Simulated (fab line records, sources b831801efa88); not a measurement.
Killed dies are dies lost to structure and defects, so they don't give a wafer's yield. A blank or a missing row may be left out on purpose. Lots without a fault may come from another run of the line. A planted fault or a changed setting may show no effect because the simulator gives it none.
Which tool did it? | flow sky130 | 14 lots, 41 wafers sampled, at 3 steps of a route of 708

WHAT THE GAUGES READ, wafer by wafer
SKY_VIA1_BOW_MEAS_03. Usual: VIA1_BOW 80 um, standard deviation 7.2.
lot  | measured     | on            | VIA1_BOW (um) | flag
L886 | day 32 17:59 | film_metro-04 | 73 92 90      |
L887 | day 33 03:06 | film_metro-04 | 88 79 82      |
L888 | day 33 16:13 | film_metro-03 | 73 71 78      |
L891 | day 34 08:07 | film_metro-03 | 80 78 89      |
L890 | day 34 09:17 | film_metro-03 | 82 89 66      |
L889 | day 34 09:37 | film_metro-03 | 79 75 82      |
L893 | day 35 07:41 | film_metro-04 | 98 82 84      |
L897 | day 36 10:14 | film_metro-04 | 82 80 77      |
L901 | day 37 11:47 | film_metro-02 | 76 82 74      |
L903 | day 38 08:28 | film_metro-02 | 77 67         |
L905 | day 38 21:41 | film_metro-03 | 71 86 75      |
L906 | day 38 23:04 | film_metro-02 | 95 74 89      |
L907 | day 39 00:42 | film_metro-02 | 83 85 90      |
L908 | day 39 08:11 | film_metro-02 | 79 77 86      |

SKY_VIA2_BOW_MEAS_03. Usual: VIA2_BOW 86 um, standard deviation 7.6.
lot  | measured     | on            | VIA2_BOW (um) | flag
L886 | day 35 02:41 | film_metro-01 | 77 95 94      |
L887 | day 35 10:41 | film_metro-01 | 93 83 85      |
L888 | day 35 22:40 | film_metro-02 | 80 80 86      |
L891 | day 36 16:37 | film_metro-04 | 88 88 100     |
L890 | day 36 16:54 | film_metro-01 | 86 94 70      |
L889 | day 36 17:46 | film_metro-04 | 83 78 86      |
L893 | day 37 17:27 | film_metro-01 | 105 88 89     |
L897 | day 38 16:26 | film_metro-02 | 92 91 87      |
L901 | day 39 17:08 | film_metro-04 | 82 87 80      |
L903 | day 40 12:16 | film_metro-04 | 82 71         |
L905 | day 41 02:28 | film_metro-02 | 76 90 81      |
L906 | day 41 03:41 | film_metro-04 | 99 78 96      |
L907 | day 41 04:44 | film_metro-01 | 89 90 96      |
L908 | day 41 11:55 | film_metro-04 | 82 80 89      |

WHICH TOOL RAN EACH LOT (tool, then ch and the chambers of the sampled wafers, then the start)
lot  | SKY_VIA1_CMP_02
L886 | cmp-01 ch 2,3, day 32 17:41
L887 | cmp-01 ch 0,1,2, day 33 02:47
L888 | cmp-01 ch 0,3, day 33 15:52
L891 | cmp-01 ch 0,3, day 34 07:49
L890 | cmp-01 ch 1,3, day 34 08:59
L889 | cmp-01 ch 0,1,2, day 34 09:19
L893 | cmp-02 ch 0,2,3, day 35 07:26
L897 | cmp-01 ch 0,2,3, day 36 10:05
L901 | cmp-02 ch 0,1,2, day 37 11:29
L903 | cmp-02 ch 2, day 38 08:08
L905 | cmp-01 ch 0,2,3, day 38 21:22
L906 | cmp-02 ch 0,3, day 38 22:45
L907 | cmp-02 ch 0,1,3, day 39 00:24
L908 | cmp-02 ch 1,2,3, day 39 07:59
- SKY_VIA1_CMP_02: polishes SiO2.

WHAT THE TOOLS THEMSELVES READ (means of the sampled wafers that have a number; where no wafer has one, the mark that the record gives instead)
SKY_VIA1_CMP_02. Usual: motor_current_A 11.9 A, standard deviation 1.2.
lot  | tool   | motor_current_A (A) | flag
L886 | cmp-01 | 10.9                |
L887 | cmp-01 | 11.8                |
L888 | cmp-01 | 12.6                |
L891 | cmp-01 | 12.9                |
L890 | cmp-01 | 11.1                |
L889 | cmp-01 | 11.9                |
L893 | cmp-02 | 11.2                |
L897 | cmp-01 | 11.9                |
L901 | cmp-02 | 12.0                |
L903 | cmp-02 | 11.4                |
L905 | cmp-01 | 11.5                |
L906 | cmp-02 | 11.1                |
L907 | cmp-02 | 11.7                |
L908 | cmp-02 | 12.3                |

THE ANSWER, worked out from the rows above alone
Rule: a lot is off if the mean of its wafers that have a number lies more than 3 standard deviations from the usual mean. A lot without any number at a reading at which 4 lots or more have one is off too. The other lots that the step has rows for count as sound. The gauges are gone through in route order, then the tools' own readings, and for those a lot's mean is taken as printed above. The first step at which some lot is off is used, and at that step the reading that is off furthest; a lot without a number counts as furthest.
No lot is off at any reading shown: from this, nothing can be told.

WHAT THE SIMULATOR HAD PUT IN
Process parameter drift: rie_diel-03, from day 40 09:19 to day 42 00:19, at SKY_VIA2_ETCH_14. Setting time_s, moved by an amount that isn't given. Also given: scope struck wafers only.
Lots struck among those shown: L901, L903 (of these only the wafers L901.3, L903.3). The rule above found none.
